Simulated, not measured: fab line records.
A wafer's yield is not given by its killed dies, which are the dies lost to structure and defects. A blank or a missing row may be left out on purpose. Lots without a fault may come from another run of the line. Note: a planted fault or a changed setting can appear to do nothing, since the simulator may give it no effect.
fab line records	flow sky130
record: lots: 6	wafers: 18	last_day: 50
route steps=708 shown VIA2@520 METAL3@532 CAPM@537 PAD_OPEN@708
lots that met no fault: taken from a fault-free run of the same line
start_h: hours from the record's opening day to when the first of the lot's shown wafers began	wait_h: time in hours since the lot's previous step	" unchanged from the row above	L1.1+2: a single row standing in for several wafers	- value missing, or start not given	* or withheld: withheld	< > ~ a bound
route shown NAME@n: names a module that has steps shown in the file, with the first one's number in the route	usual: mean and standard deviation over wafers with no fault	same: alike in all rows	chamber/n: place in a boat	sites: each site's reading	_std_site: their standard deviation	_edge_site: inner sites' mean taken away from outer sites' mean	radius_mm: for every site, how far away it sits from the centre of the wafer	mask NAME#n: copy n	behind: the most recent tool/chamber to have shaped the wafer	hold: cause of the lot's hold/its duration in hours/its outcome	device: the n, p or np transistor that did not switch	end of line: the tests these same wafers got at the end of their route	where a step has no rows: the recipe by itself	killed: count of dies lost to structure and defects at first sort (not the wafer's yield)	map: per-die view of a wafer (x killed, . not killed, _ where there is no die)
set.NAME: setting as actually run; set.NAME@STEP: the setting as run at that earlier step	model.NAME: the simulator's own value behind a step, which no gauge read
certain route steps with their lots: each step a table, each wafer a row
services: from which hour (start_h, from the record's first day; less than 0 if before it) a tool's chamber was out of use, for how many hours, and why
== steps ==
step: SKY_VIA2_OVL_MEAS_13
usual: VIA2_OVL: 2/5.7
lot.wafer	tool	chamber	start_h	wait_h	VIA2_OVL[nm]
L749.1	overlay-01	-	838.58	0.1	7
L749.3	"	-	"	"	12
L749.6	"	-	"	"	-2
L750.2	overlay-02	-	863.07	0.1	-2
L750.3	"	-	"	"	0
L750.4	"	-	"	"	-3
L757.3	overlay-02	-	926.62	0.1	-1
L757.4	"	-	"	"	2
L757.6	"	-	"	"	2
L758.2	overlay-02	-	927.91	0.1	10
L758.5	"	-	"	"	8
L758.6	"	-	"	"	8
L765.2	overlay-01	-	989.26	0.1	-1
L765.4	"	-	"	"	6
L765.5	"	-	"	"	11
L771.2	overlay-01	-	1012.73	0.1	5
L771.4	"	-	"	"	7
L771.5	"	-	"	"	-1
step: SKY_VIA2_ETCH_14
recipe: chemistry: N2/H2	target: BARC	ion_energy_ev: 200	source_w: 500	bias_w: 100	pressure_mtorr: 30	n2_flow_sccm: 100	h2_flow_sccm: 200	stop_on: SiO2	time_s: 45.9	target_depth_a: 600
usual: drypump_motor_current_A: 5.6/0.47	oes_product_au: 0.855/0.0049	throttle_valve_pct: 13.225/0.0079
lot.wafer	tool	chamber	start_h	wait_h	drypump_motor_current_A	oes_product_au	rf_hours_counter_h	throttle_valve_pct
L749.1	rie_diel-02	3	838.61	0.0	6.1	0.856	2	13.225
L749.3	"	2	"	"	5.8	0.851	1	13.232
L749.6	"	3	"	"	6.2	0.849	-	13.204
L750.2	rie_diel-02	0	863.10	0.0	5.0	0.862	9	13.234
L750.3	"	3	"	"	6.1	0.857	3	13.237
L750.4	"	2	"	"	5.8	0.854	2	13.244
L757.3	rie_diel-02	3	926.64	0.0	6.2	0.855	5	13.230
L757.4	"	2	"	"	5.8	0.861	4	13.228
L757.6	"	3	"	"	6.2	0.859	-	13.232
L758.2	rie_diel-03	1	927.94	0.0	5.1	0.852	20	13.240
L758.5	"	1	"	"	5.1	0.853	-	13.225
L758.6	"	2	"	"	6.0	0.856	-	13.225
L765.2	rie_diel-04	1	989.29	0.0	5.8	0.858	14	13.224
L765.4	"	3	"	"	5.6	0.855	10	13.240
L765.5	"	3	"	"	5.6	0.852	-	13.223
L771.2	rie_diel-02	1	1012.76	0.0	5.0	0.855	23	13.221
L771.4	"	2	"	"	5.8	0.856	6	13.216
L771.5	"	0	"	"	4.9	0.861	-	13.237
step: SKY_VIA2_ETCH_15
recipe: target: SiO2	chemistry: C4F8/O2/Ar	target_depth_nm: 546	stop_on: TiN	mask_material: KrF-thick	source_w: 1500	bias_w: 1200	pressure_mtorr: 40	c4f8_flow_sccm: withheld	O2_flow_sccm: 6	Ar_flow_sccm: 300	time_s: 84
usual: oes_product_au: 0.939/0.0048
lot.wafer	tool	chamber	start_h	wait_h	oes_product_au	rf_hours_counter_h
L749.1	rie_diel-02	3	838.65	0.0	0.944	2
L749.3	"	2	"	"	0.931	1
L749.6	"	3	"	"	0.938	-
L750.2	rie_diel-02	0	863.14	0.0	0.943	9
L750.3	"	3	"	"	0.934	3
L750.4	"	2	"	"	0.945	2
L757.3	rie_diel-02	3	926.68	0.0	0.937	5
L757.4	"	2	"	"	0.941	4
L757.6	"	3	"	"	0.940	-
L758.2	rie_diel-03	1	928.00	0.0	0.935	20
L758.5	"	1	"	"	0.939	-
L758.6	"	2	"	"	0.933	-
L765.2	rie_diel-04	1	989.33	0.0	0.932	14
L765.4	"	3	"	"	0.942	10
L765.5	"	3	"	"	0.946	-
L771.2	rie_diel-02	1	1012.81	0.0	0.940	23
L771.4	"	2	"	"	0.940	6
L771.5	"	0	"	"	0.939	-
step: SKY_VIA2_STRIP_16
recipe: chemistry: O2/N2	power_w: 1400	pressure_mtorr: 1500	platen_temp_c: withheld	o2_flow_sccm: 3000	n2_flow_sccm: 300	overash_fraction: 0.5
usual: drypump_motor_current_A: 5.76/0.25	oes_product_au: 0.398/0.005	strip_time_to_endpoint_s: 4.038/0.028
lot.wafer	tool	chamber	start_h	wait_h	drypump_motor_current_A	oes_product_au	rf_hours_counter_h	strip_time_to_endpoint_s
L749.1	plasma_asher-01	1	838.72	0.0	5.50	0.399	9	4.050
L749.3	"	1	"	"	5.48	0.392	-	4.061
L749.6	"	1	"	"	5.48	0.403	-	4.092
L750.2	plasma_asher-01	1	863.20	0.0	5.47	0.406	13	4.041
L750.3	"	0	"	"	5.30	0.401	-	4.040
L750.4	"	1	"	"	5.48	0.401	-	4.072
L757.3	plasma_asher-03	0	926.78	0.1	5.82	0.404	-	4.101
L757.4	"	1	"	"	6.22	0.400	-	4.069
L757.6	"	0	"	"	5.84	0.405	-	4.088
L758.2	plasma_asher-04	0	928.10	0.1	5.84	0.399	81	4.031
L758.5	"	1	"	"	5.71	0.393	-	3.996
L758.6	"	0	"	"	5.82	0.395	-	4.016
L765.2	plasma_asher-03	0	989.40	0.0	5.82	0.386	57	4.078
L765.4	"	1	"	"	6.17	0.400	-	4.015
L765.5	"	1	"	"	6.14	0.399	-	4.038
L771.2	plasma_asher-03	0	1012.87	0.0	5.84	0.393	59	4.037
L771.4	"	0	"	"	5.84	0.399	-	4.052
L771.5	"	1	"	"	6.12	0.406	-	4.005
step: SKY_VIA2_STRIP_17
recipe: chemistry: post_etch_residue_remover	time_s: 1200	temp_c: 72.5
step: SKY_VIA2_CLEAN_18
recipe: chemistry: IPA	time_s: 180	temp_c: 25
step: SKY_VIA2_CLEAN_19
recipe: chemistry: O3/DIW	dry: n2_spin
step: SKY_VIA2_SPUTTER_20
recipe: material: TiN	target_thk_nm: 20	chamber_pressure_pa: 5	power_w: 4000	time_s: 80
step: SKY_VIA2_CVD_21
recipe: material: W	target_thk_nm: 420	time_s: 126.4	temp_c: 400	pressure_torr: 40
step: SKY_VIA2_RS_MEAS_22
recipe: thk_meas_gauge: four-point-probe	reads: W_of_VIA2_CVD_21+TiN_of_VIA2_SPUTTER_20
usual: VIA2_W_RS: 0.274/0.0038
lot.wafer	tool	chamber	start_h	wait_h	VIA2_W_RS[ohm/sq]
L749.1	film_metro-03	-	839.54	0.1	0.272
L749.3	"	-	"	"	0.270
L749.6	"	-	"	"	0.272
L750.2	film_metro-04	-	864.01	0.1	0.273
L750.3	"	-	"	"	0.271
L750.4	"	-	"	"	0.273
L757.3	film_metro-04	-	928.19	0.1	0.273
L757.4	"	-	"	"	0.276
L757.6	"	-	"	"	0.278
L758.2	film_metro-02	-	929.14	0.1	0.271
L758.5	"	-	"	"	0.273
L758.6	"	-	"	"	0.269
L765.2	film_metro-04	-	990.44	0.1	0.279
L765.4	"	-	"	"	0.275
L765.5	"	-	"	"	0.277
L771.2	film_metro-04	-	1013.88	0.1	0.275
L771.4	"	-	"	"	0.275
L771.5	"	-	"	"	0.276
step: SKY_VIA2_THK_MEAS_23
recipe: thk_meas_gauge: xrf	reads: W_of_VIA2_CVD_21
usual: VIA2_W_THK: 414/6.1
lot.wafer	tool	chamber	start_h	wait_h	VIA2_W_THK[nm]
L749.1	film_metro-03	-	839.66	0.1	417
L749.3	"	-	"	"	418
L749.6	"	-	"	"	418
L750.2	film_metro-04	-	864.12	0.1	416
L750.3	"	-	"	"	419
L750.4	"	-	"	"	416
L757.3	film_metro-04	-	928.29	0.1	419
L757.4	"	-	"	"	411
L757.6	"	-	"	"	410
L758.2	film_metro-02	-	929.25	0.1	418
L758.5	"	-	"	"	420
L758.6	"	-	"	"	425
L765.2	film_metro-04	-	990.55	0.1	409
L765.4	"	-	"	"	416
L765.5	"	-	"	"	414
L771.2	film_metro-04	-	1013.99	0.1	412
L771.4	"	-	"	"	412
L771.5	"	-	"	"	409
step: SKY_VIA2_CMP_24
recipe: stop_on: SiO2	t_overpolish_s: 20	down_force_psi: 3.5	platen_rpm: 60	target_thk_nm: 0	pad_velocity_m_s: 0.94248
step: SKY_METAL3_SPUTTER_00
recipe: material: Ti	target_thk_nm: 15	power_w: 3000	time_s: 10	chamber_pressure_pa: 0.4
usual: throttle_valve_pct: 29.9/0.88
lot.wafer	tool	chamber	start_h	wait_h	throttle_valve_pct
L749.1	pvd_sputter-02	-	840.02	0.2	29.9
L749.3	"	-	"	"	28.8
L749.6	"	-	"	"	29.8
L750.2	pvd_sputter-02	-	864.47	0.2	29.6
L750.3	"	-	"	"	28.6
L750.4	"	-	"	"	30.9
L757.3	pvd_sputter-01	-	928.63	0.2	30.6
L757.4	"	-	"	"	29.1
L757.6	"	-	"	"	30.5
L758.2	pvd_sputter-01	-	929.60	0.2	30.7
L758.5	"	-	"	"	30.6
L758.6	"	-	"	"	29.1
L765.2	pvd_sputter-02	-	991.05	0.2	29.9
L765.4	"	-	"	"	30.8
L765.5	"	-	"	"	29.7
L771.2	pvd_sputter-01	-	1014.34	0.1	29.2
L771.4	"	-	"	"	30.4
L771.5	"	-	"	"	29.1
step: SKY_METAL3_SPUTTER_01
recipe: material: TiN	target_thk_nm: 20	power_w: 6500	time_s: 16.7	chamber_pressure_pa: 0.4
usual: throttle_valve_pct: 29.9/0.89
lot.wafer	tool	chamber	start_h	wait_h	throttle_valve_pct
L749.1	pvd_sputter-02	-	840.04	0.0	30.0
L749.3	"	-	"	"	28.8
L749.6	"	-	"	"	30.0
L750.2	pvd_sputter-02	-	864.49	0.0	29.7
L750.3	"	-	"	"	28.7
L750.4	"	-	"	"	31.0
L757.3	pvd_sputter-01	-	928.65	0.0	30.5
L757.4	"	-	"	"	29.1
L757.6	"	-	"	"	30.3
L758.2	pvd_sputter-01	-	929.62	0.0	30.8
L758.5	"	-	"	"	30.1
L758.6	"	-	"	"	29.1
L765.2	pvd_sputter-02	-	991.07	0.0	30.1
L765.4	"	-	"	"	30.9
L765.5	"	-	"	"	29.4
L771.2	pvd_sputter-01	-	1014.37	0.0	29.2
L771.4	"	-	"	"	30.5
L771.5	"	-	"	"	29.2
step: SKY_METAL3_SPUTTER_02
recipe: material: AlCu	target_thk_nm: 735	power_w: 10600	time_s: 39.1	chamber_pressure_pa: 0.4
step: SKY_METAL3_SPUTTER_03
recipe: material: Ti	target_thk_nm: 5	power_w: 3000	time_s: 3.3	chamber_pressure_pa: 0.4
usual: throttle_valve_pct: 29.9/0.9
lot.wafer	tool	chamber	start_h	wait_h	throttle_valve_pct
L749.1	pvd_sputter-02	-	840.10	0.0	30.2
L749.3	"	-	"	"	28.4
L749.6	"	-	"	"	29.8
L750.2	pvd_sputter-02	-	864.55	0.0	29.7
L750.3	"	-	"	"	28.9
L750.4	"	-	"	"	30.9
L757.3	pvd_sputter-01	-	928.71	0.0	30.4
L757.4	"	-	"	"	28.9
L757.6	"	-	"	"	30.2
L758.2	pvd_sputter-01	-	929.69	0.0	30.9
L758.5	"	-	"	"	30.2
L758.6	"	-	"	"	29.3
L765.2	pvd_sputter-02	-	991.13	0.0	29.8
L765.4	"	-	"	"	30.8
L765.5	"	-	"	"	29.6
L771.2	pvd_sputter-01	-	1014.43	0.0	29.2
L771.4	"	-	"	"	30.4
L771.5	"	-	"	"	29.2
step: SKY_METAL3_SPUTTER_04
recipe: material: TiN	target_thk_nm: 70	power_w: 6500	time_s: 58.3	chamber_pressure_pa: 0.4
step: SKY_CAPM_CVD_00
recipe: material: SiO2	target_thk_nm: 15.5	temp_c: 400	time_s: withheld	rf_w: 450
step: SKY_CAPM_THK_MEAS_01
recipe: reads: SiO2_of_CAPM_CVD_00
usual: CAPM_CVD_00_THK: 15.42/0.23
lot.wafer	tool	chamber	start_h	wait_h	CAPM_CVD_00_THK[nm]
L749.1	film_metro-04	-	840.20	-	15.11
L749.3	"	-	"	"	15.42
L749.6	"	-	"	"	15.91
L750.2	film_metro-04	-	864.65	-	15.14
L750.3	"	-	"	"	15.36
L750.4	"	-	"	"	15.57
L757.3	film_metro-04	-	928.82	-	15.35
L757.4	"	-	"	"	15.28
L757.6	"	-	"	"	15.50
L758.2	film_metro-03	-	929.79	-	15.19
L758.5	"	-	"	"	15.41
L758.6	"	-	"	"	15.45
L765.2	film_metro-03	-	991.23	-	15.10
L765.4	"	-	"	"	15.33
L765.5	"	-	"	"	15.19
L771.2	film_metro-03	-	1014.54	-	15.01
L771.4	"	-	"	"	15.41
L771.5	"	-	"	"	15.26
step: SKY_CAPM_SPUTTER_02
recipe: material: TiN	target_thk_nm: 200	temp_c: 300	power_w: 6691	time_s: 166.7	chamber_pressure_pa: 0.4
step: SKY_CAPM_RS_MEAS_03
recipe: thk_meas_gauge: four-point-probe	reads: TiN_of_CAPM_SPUTTER_02
usual: CAPM_TIN_RS: 6.67/0.068
lot.wafer	tool	chamber	start_h	wait_h	CAPM_TIN_RS[ohm/sq]
L749.1	film_metro-04	-	840.37	0.1	6.69
L749.3	"	-	"	"	6.63
L749.6	"	-	"	"	6.65
L750.2	film_metro-03	-	864.83	0.1	6.66
L750.3	"	-	"	"	6.69
L750.4	"	-	"	"	6.73
L757.3	film_metro-04	-	929.01	0.1	6.71
L757.4	"	-	"	"	6.57
L757.6	"	-	"	"	6.63
L758.2	film_metro-04	-	929.96	0.1	6.65
L758.5	"	-	"	"	6.61
L758.6	"	-	"	"	6.64
L765.2	film_metro-04	-	991.41	0.1	6.57
L765.4	"	-	"	"	6.61
L765.5	"	-	"	"	6.62
L771.2	film_metro-01	-	1014.72	0.1	6.75
L771.4	"	-	"	"	6.75
L771.5	"	-	"	"	6.76
step: SKY_CAPM_THK_MEAS_04
recipe: thk_meas_gauge: xrf	reads: TiN_of_CAPM_SPUTTER_02
usual: CAPM_TIN_THK: 206.0/2.1
lot.wafer	tool	chamber	start_h	wait_h	CAPM_TIN_THK[nm]
L749.1	film_metro-04	-	840.49	0.1	206.0
L749.3	"	-	"	"	208.3
L749.6	"	-	"	"	207.8
L750.2	film_metro-03	-	864.94	0.1	206.4
L750.3	"	-	"	"	204.7
L750.4	"	-	"	"	205.0
L757.3	film_metro-04	-	929.11	0.1	204.8
L757.4	"	-	"	"	208.4
L757.6	"	-	"	"	207.0
L758.2	film_metro-04	-	930.07	0.1	206.6
L758.5	"	-	"	"	207.8
L758.6	"	-	"	"	207.8
L765.2	film_metro-04	-	991.52	0.1	208.6
L765.4	"	-	"	"	206.7
L765.5	"	-	"	"	207.7
L771.2	film_metro-01	-	1014.83	0.1	204.2
L771.4	"	-	"	"	204.1
L771.5	"	-	"	"	203.5
step: SKY_CAPM_DEHYDRATE_05
recipe: temp_c: 200	time_s: 60
step: SKY_CAPM_HMDS_06
recipe: prime_time_s: 60	prime_temp_c: 120
step: SKY_CAPM_COAT_07
recipe: resist: NOVOLAK	spin_rpm: 3000	resist_thk_nm: 1140
step: SKY_CAPM_SOFTBAKE_08
recipe: temp_c: 90	time_s: 60	resist: NOVOLAK
step: SKY_CAPM_EXPOSE_09
recipe: mask_id: CAPM	na: 0.6	source_shape: conventional	sigma_outer: 0.6	polarization: unpolarized	target_cd_nm: 1000	dose_mj: 159
step: SKY_CAPM_PEB_10
recipe: temp_c: withheld	time_s: *	resist: NOVOLAK
step: SKY_CAPM_DEVELOP_11
recipe: resist: NOVOLAK	developer: TMAH	develop_time_s: 60	dev_temp_c: 23
step: SKY_CAPM_OVL_MEAS_12
usual: CAPM_OVL: -0.3/1.5
lot.wafer	tool	chamber	start_h	wait_h	CAPM_OVL[nm]
L749.1	overlay-02	-	866.78	0.1	0.1
L749.3	"	-	"	"	0.3
L749.6	"	-	"	"	1.5
L750.2	overlay-01	-	890.91	0.1	-2.8
L750.3	"	-	"	"	-2.6
L750.4	"	-	"	"	-1.6
L757.3	overlay-02	-	953.65	0.1	0.4
L757.4	"	-	"	"	0.5
L757.6	"	-	"	"	-0.9
L758.2	overlay-01	-	953.75	0.1	-0.3
L758.5	"	-	"	"	3.6
L758.6	"	-	"	"	0.1
L765.2	overlay-01	-	1013.79	0.1	1.3
L765.4	"	-	"	"	1.9
L765.5	"	-	"	"	0.4
L771.2	overlay-02	-	1036.54	0.1	-3.0
L771.4	"	-	"	"	-2.9
L771.5	"	-	"	"	-0.9
step: SKY_CAPM_METAL_ETCH_13
recipe: target_depth_nm: 220	stop_on: SiO2	chemistry: Cl2/BCl3	target: TiN	pressure_mtorr: 10	icp_w: 900	bias_w: 48.5	Cl2_flow_sccm: 60	bcl3_flow_sccm: 30	time_s: 62.9
step: SKY_CAPM_STRIP_14
recipe: chemistry: O2/N2	power_w: 1400	pressure_mtorr: 1500	platen_temp_c: withheld	o2_flow_sccm: 3000	n2_flow_sccm: 300	overash_fraction: 0.5
step: SKY_CAPM_STRIP_15
recipe: chemistry: post_etch_residue_remover	time_s: 1200	temp_c: 72.5
step: SKY_CAPM_CLEAN_16
recipe: chemistry: IPA	time_s: 180	temp_c: 25
step: SKY_CAPM_CLEAN_17
recipe: chemistry: O3/DIW	dry: n2_spin
step: SKY_METAL3_DEHYDRATE_05
recipe: temp_c: 200	time_s: 60
step: SKY_METAL3_HMDS_06
recipe: prime_time_s: 60	prime_temp_c: 120
step: SKY_METAL3_COAT_07
recipe: resist: BARC	temp_c: withheld	time_s: withheld	spin_rpm: 3000	resist_thk_nm: 60
step: SKY_METAL3_COAT_08
recipe: resist: KrF-thick	spin_rpm: 3000	resist_thk_nm: 1140
step: SKY_METAL3_SOFTBAKE_09
recipe: temp_c: 100	time_s: 90	resist: KrF-thick
step: SKY_METAL3_EXPOSE_10
recipe: mask_id: MM3	na: 0.68	source_shape: annular	sigma_inner: 0.4	sigma_outer: 0.8	target_cd_nm: 300	dose_mj: 28
step: SKY_METAL3_PEB_11
recipe: peb_temp_c: withheld	peb_time_s: withheld	resist: KrF-thick
step: SKY_PAD_OPEN_PROBE_99
usual: defect_limited_yield: 82.5/1.9	killed_at_M0_to_M3: 42/6.4	killed_at_M4_up: 2.9/1.7	killed_at_contacts: 25/5.2	killed_at_front_end: 16/4.4	killed_at_other: 0.4/0.65	killed_dies: 86/9.2	killed_open: 47/6.6	killed_short: 39/5.8	sort_bin_3_pad_short: 0.9/0.42	sort_bin_5_function: 10.4/1.5	sort_bin_6_memory: 6.3/1	sort_n_pass: 406/9.2	sort_yield_pct: 82.5/1.9
same: gross_dies: 492	killed_at_back_side: 0	sort_bin_4_leakage[%]: 0	sort_bin_8_speed[%]: 0
lot.wafer	tool	chamber	start_h	wait_h	defect_limited_yield[%]	killed_at_M0_to_M3	killed_at_M4_up	killed_at_contacts	killed_at_front_end	killed_at_other	killed_dies	killed_open	killed_short	sort_bin_3_pad_short[%]	sort_bin_5_function[%]	sort_bin_6_memory[%]	sort_n_pass	sort_yield_pct[%]	model.etest.tester.sort_n_pass	model.etest.tester.sort_yield_pct	model.etest.tester.sort_bin_5_pct	model.etest.tester.sort_bin_3_pct
L750.2	prober-02	-	1083.01	0.1	83.3	46	1	25	10	0	82	48	34	1.0	9.8	5.9	410	83.3	410	83.33	9.756	1.016
L750.3	prober-02	-	1083.06	0.2	78.0	50	4	32	21	1	108	52	54	1.4	12.8	7.7	384	78.0	384	78.05	12.8	1.423
L750.4	prober-02	-	1083.11	0.2	79.7	39	5	36	20	0	100	57	42	0.6	13.0	6.7	392	79.7	392	79.67	13.01	0.6098
L757.3	prober-02	-	1141.14	0.2	76.6	81	1	20	13	0	115	40	34	2.4	15.7	5.3	377	76.6	377	76.63	15.65	2.439
L757.4	prober-02	-	1141.19	0.2	80.3	65	6	19	7	0	97	31	32	2.6	11.4	5.7	395	80.3	395	80.28	11.38	2.642
L757.6	prober-02	-	1141.29	0.2	76.8	74	3	19	17	1	114	38	34	2.8	15.7	4.7	378	76.8	378	76.83	15.65	2.846
L758.2	prober-01	-	1142.49	0.1	70.3	98	2	25	21	0	146	46	42	3.7	17.9	8.1	346	70.3	346	70.33	17.89	3.659
L758.5	prober-01	-	1142.64	0.2	74.0	89	1	29	9	0	128	49	41	3.0	14.6	8.3	364	74.0	364	73.98	14.63	3.049
L758.6	prober-01	-	1142.69	0.2	76.0	76	2	30	9	1	118	48	36	3.9	13.8	6.3	374	76.0	374	76.02	13.82	3.862
L765.2	prober-02	-	1185.52	0.1	81.5	49	1	24	17	0	91	43	47	1.4	10.0	7.1	401	81.5	401	81.5	9.959	1.423
L765.4	prober-02	-	1185.62	0.2	82.9	44	3	24	13	0	84	43	41	1.2	10.0	5.9	408	82.9	408	82.93	9.959	1.22
L765.5	prober-02	-	1185.67	0.2	81.1	41	8	22	21	1	93	51	41	1.0	10.2	7.7	399	81.1	399	81.1	10.16	1.016
killed by level:class
L750.2 VIA2:geometric_particle:open=12 VIA1:geometric_particle:open=11 LI_CONTACT:geometric_particle:open=7 CONTACT:geometric_particle:open=7 CONTACT:geometric_particle:short=5 METAL2:geometric_particle:short=5 METAL1:geometric_particle:short=5 FIELD_ISO:geometric_particle:open=4
L750.3 CONTACT:geometric_particle:open=11 VIA3:geometric_particle:open=10 VIA2:geometric_particle:open=9 CONTACT:geometric_particle:short=7 LI_CONTACT:geometric_particle:open=6 FIELD_ISO:geometric_particle:short=5 POLY_GATE:geometric_particle:open=5 LOCAL_INTERCONNECT:geometric_particle:short=5
L750.4 CONTACT:geometric_particle:open=17 VIA1:geometric_particle:open=8 VIA2:geometric_particle:open=7 LI_CONTACT:geometric_particle:open=6 LOCAL_INTERCONNECT:geometric_particle:short=6 FIELD_ISO:geometric_particle:short=5 CONTACT:geometric_particle:short=5 VIA3:geometric_particle:short=5
L757.3 METAL3:unspecified=41 VIA2:geometric_particle:open=8 CONTACT:geometric_particle:open=6 VIA3:geometric_particle:open=6 VIA1:geometric_particle:open=6 LI_CONTACT:geometric_particle:open=5 METAL1:geometric_particle:short=5 FIELD_ISO:geometric_particle:open=4
L757.4 METAL3:unspecified=34 CONTACT:geometric_particle:open=6 METAL3:geometric_particle:short=6 VIA1:geometric_particle:open=5 LI_CONTACT:geometric_particle:open=4 VIA3:geometric_particle:open=4 LI_CONTACT:geometric_particle:short=3 CONTACT:geometric_particle:short=3
L757.6 METAL3:unspecified=41 VIA3:geometric_particle:open=9 CONTACT:geometric_particle:open=7 POLY_GATE:geometric_particle:open=5 FIELD_ISO:geometric_particle:short=4 VIA1:geometric_particle:open=4 CONTACT:geometric_particle:short=4 METAL1:geometric_particle:short=4
L758.2 METAL3:unspecified=58 LI_CONTACT:geometric_particle:open=10 VIA1:geometric_particle:open=7 POLY_GATE:geometric_particle:open=6 VIA3:geometric_particle:short=6 VIA3:geometric_particle:open=6 FIELD_ISO:geometric_particle:short=5 FIELD_ISO:geometric_particle:open=5
L758.5 METAL3:unspecified=38 CONTACT:geometric_particle:short=11 VIA1:geometric_particle:open=11 CONTACT:geometric_particle:open=10 METAL1:geometric_particle:short=10 VIA2:geometric_particle:open=8 LI_CONTACT:geometric_particle:open=7 VIA1:geometric_particle:short=6
L758.6 METAL3:unspecified=34 VIA1:geometric_particle:open=12 CONTACT:geometric_particle:open=9 VIA2:geometric_particle:open=9 LI_CONTACT:geometric_particle:open=8 METAL1:geometric_particle:short=5 LI_CONTACT:geometric_particle:short=4 LOCAL_INTERCONNECT:geometric_particle:short=4
L765.2 VIA1:geometric_particle:open=13 CONTACT:geometric_particle:open=7 POLY_GATE:geometric_particle:short=5 LI_CONTACT:geometric_particle:open=5 CONTACT:geometric_particle:short=5 METAL1:geometric_particle:short=5 VIA1:geometric_particle:short=5 LOCAL_INTERCONNECT:geometric_particle:short=4
L765.4 LI_CONTACT:geometric_particle:open=8 VIA1:geometric_particle:open=7 CONTACT:geometric_particle:open=7 METAL2:geometric_particle:short=6 METAL3:geometric_particle:short=6 VIA1:geometric_particle:short=5 VIA3:geometric_particle:open=5 FIELD_ISO:geometric_particle:open=4
L765.5 VIA1:geometric_particle:open=10 FIELD_ISO:geometric_particle:open=9 CONTACT:geometric_particle:open=8 METAL1:geometric_particle:short=8 VIA2:geometric_particle:open=7 CONTACT:geometric_particle:short=6 LI_CONTACT:geometric_particle:open=5 METAL4:geometric_particle:short=5
map L757.3 (x killed, . not)
__________.........._________
________.x.x.....xx..._______
______....x..x...x....xx_____
_____x....x...........x..____
____.x.....x........x.....___
___.x......x....x..x..xx...__
__....x...x.x....x.....x...._
_...x..........x.x.......x...
_........x..........x..x....x
_.......x.xx...x.xx......x...
_.....x...x..............x...
_x.........................x.
_.x....x.x....x............x.
_......x.....x..x...x..x.....
_...x...x.............xxxxxx.
__...........x.....xxxxxxxxx_
___.x......x..x....xxxxxxxx__
____x...........x..x.xxxxx___
_____......xx.....xxxxxxx____
______....x..x.x...xxxxx_____
________...........xxx_______
__________....x.x..._________
map L758.2 (x killed, . not)
__________...xx..xx._________
________...xxxxxxxxxxx_______
______.x..x.xxxxxxxxxx.x_____
_____.......xxxxxxxxxx...____
____x.....xx.xxxxxxxx..x.x___
___......x..xxxxxxxxx..x...__
__x.....xx...xxxxxxx........_
_....xx......x.xx.xx.....xx..
_...x.......x.x.xx.......xx..
_.....xx..x.....x..x.xx.....x
_.x.x.....x...x..........xx..
_....x........xx............x
_..xx...x.............x.x....
_..........x....x....x.......
_..x.x.......x...x.xx........
__.x.....x........x.x.x...x._
___...x..x.x.........xx....__
____................x..xx.___
_____.x.......x.....x...x____
______x.....x..........x_____
________xx........x..._______
__________....x...x._________
== services ==
tool	chamber	start_h	hours	kind
rie_diel-04	1	822.57	21.8	repair
pvd_sputter-02	2	827.26	-	consumable_replace:kit
pvd_sputter-02	2	827.26	18.0	scheduled_down
pvd_sputter-02	2	827.26	18.0	vent_cycle
rie_diel-02	0	841.31	7.5	repair
rie_diel-03	3	842.44	16.7	repair
rie_diel-04	1	854.70	2.4	repair
pvd_sputter-01	0	860.55	-	consumable_replace:kit
pvd_sputter-01	0	860.55	18.0	scheduled_down
pvd_sputter-01	0	860.55	18.0	vent_cycle
rie_diel-03	-	866.49	10.2	repair
rie_diel-02	0	875.42	13.0	repair
rie_diel-03	2	875.81	4.5	repair
plasma_asher-03	-	881.48	0.7	repair
rie_diel-03	0	924.60	9.7	repair
plasma_asher-03	-	936.46	2.5	repair
pvd_sputter-02	1	950.86	-	consumable_replace:kit
pvd_sputter-02	1	950.86	18.0	scheduled_down
rie_diel-03	3	958.20	1.3	repair
pvd_sputter-02	-	962.07	5.5	repair
plasma_asher-01	-	966.93	14.9	repair
rie_diel-04	1	970.36	4.3	repair
pvd_sputter-01	-	978.72	24.4	repair
rie_diel-04	0	1011.08	1.6	repair
== key ==
first_sign: step: SKY_PAD_OPEN_PROBE_99	reading: killed_at_M0_to_M3	direction: up	sigmas: 6	usual: 42	struck: 80
effect: step: SKY_PAD_OPEN_PROBE_99	reading: sort_bin_3_pad_short	direction: up	sigmas: 5.3	usual: 0.9	struck: 3.1
model_effect: step: SKY_PAD_OPEN_PROBE_99	value: etest.tester.sort_n_pass	without: 408	struck: 372.3
met_at SKY_METAL3_SPUTTER_00
struck_wafers L757.3,L757.4,L757.6,L758.2,L758.5,L758.6
fault: kind: chamber_particle_source	tool: pvd_sputter-01	chamber: -	onset_h: 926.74	steps: SKY_METAL3_SPUTTER_00	rate_per_visit_cm2: 1.1796	end_h: 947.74
